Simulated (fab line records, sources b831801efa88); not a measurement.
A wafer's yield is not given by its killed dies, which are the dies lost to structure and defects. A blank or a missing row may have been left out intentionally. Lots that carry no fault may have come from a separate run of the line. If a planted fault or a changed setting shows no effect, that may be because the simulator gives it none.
Struck lot and sound lot, side by side :: flow sky130 :: 22 out of 708 route steps
Sound: these wafers, L232.1, L232.3, L232.5. Wafers L228.4, L228.5, L228.6 were the ones struck. Last of all comes the cause.
Each step with rows lists, per side, the tool, then ch with its chambers, then its first start. Under that, the readings that differ: sound wafers :: struck wafers :: difference of the means :: sigmas: that difference in standard deviations of wafers without a fault.
alike: same words and numbers on both sides, and readings whose means sit less than 2 such deviations apart. not compared: any withheld reading, any reading some wafer has no value for, any bound like >300 that may hide the same value, and any number with overlapping values for which the record gives no deviation.
A row with sigmas, a row that says differs or no value, or rows on one side alone: a step with any of these is where the two part. Numbers that don't overlap but have no deviation are shown without sigmas and don't part them. A reading that every wafer of one side lacks parts them only if that side has two wafers or more.

first, 1 step without rows for these wafers: SKY_LOCAL_INTERCONNECT_CLEAN_18 (cleans in O3/DIW).
SKY_CONTACT_CVD_00: deposits Si3N4, target thk 75 nm.
  sound on pecvd-03 ch 1,2, day 34 16:00; struck on pecvd-01 ch 0,1,2, day 33 07:37
reading: heater_power_w (W)
sound: 868 744 890
struck: 645 751 634
difference: -157
sigmas: -2
SKY_CONTACT_THK_MEAS_01:
  struck on film_metro-04, day 33 07:39; sound on film_metro-03, day 34 16:02
  alike: CONTACT_CVD_00_THK
then, 1 step without rows for these wafers: SKY_CONTACT_HDPCVD_02 (deposits SiO2, target thk 565 nm, time 94.2 s).
SKY_CONTACT_THK_MEAS_03:
  struck on film_metro-04, day 33 07:47; sound on film_metro-04, day 34 16:10
  alike: CONTACT_HDPCVD_THK
SKY_CONTACT_CMP_04: polishes SiO2.
  sound on cmp-01 ch 0,1,3, day 34 16:19; struck on cmp-02 ch 0,1, day 33 07:52
  alike: motor_current_A, platen_rpm, time_to_endpoint_s
SKY_CONTACT_BOW_MEAS_05:
  struck on film_metro-01, day 33 08:10; sound on film_metro-03, day 34 16:31
  alike: CONTACT_BOW
then, 5 steps without rows for these wafers: SKY_CONTACT_DEHYDRATE_06 (time 60 s); SKY_CONTACT_HMDS_07 (prime time 60 s); SKY_CONTACT_COAT_08 (resist thk 60 nm); SKY_CONTACT_COAT_09 (resist thk 450 nm); SKY_CONTACT_SOFTBAKE_10 (time 90 s).
SKY_CONTACT_EXPOSE_11: exposes mask CTM1, target cd 170 nm.
  sound on krf_scanner-02 ch 0, day 35 05:59; struck on krf_scanner-01 ch 0, day 33 21:43
reading: exposure_dose_mJ_cm2
sound: 37.95 37.97 37.99
struck: 42.21 42.29 42.26
difference: +4.28
sigmas: +99 or more
  alike: mask
then, 2 steps without rows for these wafers: SKY_CONTACT_PEB_12; SKY_CONTACT_DEVELOP_13 (develop time 60 s).
SKY_CONTACT_CD_MEAS_14 targets a cd of 170 nm.
  struck on cd_sem-02, day 34 10:26; sound on cd_sem-01, day 35 19:01
reading: cd_nm (nm)
sound: 167.8 167.5 168.1
struck: 188.5 188.8 188.8
difference: +20.9
sigmas: +16
SKY_CONTACT_OVL_MEAS_15:
  struck on overlay-01, day 34 10:31; sound on overlay-01, day 35 19:08
  alike: CONTACT_OVL
SKY_CONTACT_ETCH_16: etches BARC in N2/H2, stops on SiO2, time 45.9 s, target depth 60 nm.
  sound on rie_diel-03 ch 2,3, day 35 19:10; struck on rie_diel-03 ch 0,1,2, day 34 10:32
reading: model.CONTACT.cd_nm (nm)
sound: 168.5 167.8 168.2
struck: 189 188.4 189.3
difference: +21
sigmas: 
  alike: drypump_motor_current_A, oes_product_au, throttle_valve_pct
  not compared: rf_hours_counter_h
SKY_CONTACT_ETCH_17: etches SiO2 in C4F8/O2/Ar, stops on Si3N4, target depth 340 nm.
  sound on rie_diel-03 ch 2,3, day 35 19:13; struck on rie_diel-03 ch 0,1,2, day 34 10:35
  alike: oes_product_au
SKY_CONTACT_ETCH_18: etches Si3N4 in CHF3/O2, stops on TiN, time 39 s, target depth 75 nm.
  sound: rie_diel-03 ch 2,3; struck: rie_diel-03 ch 0,1,2
reading: model.CONTACT.cd_nm (nm)
sound: 168.8 168.1 168.7
struck: 189.1 188.3 189.6
difference: +20.5
sigmas: 
  alike: O2_flow_sccm, drypump_motor_current_A, oes_product_au, throttle_valve_pct
  not compared: rf_hours_counter_h
SKY_CONTACT_STRIP_19: strips in O2/N2.
  sound on plasma_asher-03 ch 0,1, day 35 19:18; struck on plasma_asher-04 ch 0,1, day 34 10:42
  alike: drypump_motor_current_A, oes_product_au, strip_time_to_endpoint_s
  not compared: rf_hours_counter_h
-- the record jumps here: 14 days lie between the struck wafers' starts before and after (it left off in module CONTACT and takes up again in module PAD_OPEN, whose first step shown is number 708 of the route) --
SKY_PAD_OPEN_PROBE_99:
  struck on prober-01, day 47 23:15; sound on prober-02, day 48 21:11
reading: model.etest.mcon_chain.rc_ohm
sound: 17.32 16.25 17.13
struck: 15.09 15.17 14.72
difference: -1.91
sigmas: 
  alike: killed_at_M0_to_M3, killed_at_M4_up, killed_at_contacts, killed_at_front_end, killed_at_other, killed_dies, killed_on_rim, killed_open, killed_short

WHERE THEY PART
First at SKY_CONTACT_CVD_00; last, within this record, at SKY_CONTACT_CD_MEAS_14. Later steps at which nothing parts them and some readings are alike: SKY_CONTACT_OVL_MEAS_15, SKY_CONTACT_ETCH_16, SKY_CONTACT_ETCH_17, SKY_CONTACT_ETCH_18, SKY_CONTACT_STRIP_19, SKY_PAD_OPEN_PROBE_99.

WHY: whatever the simulator had introduced
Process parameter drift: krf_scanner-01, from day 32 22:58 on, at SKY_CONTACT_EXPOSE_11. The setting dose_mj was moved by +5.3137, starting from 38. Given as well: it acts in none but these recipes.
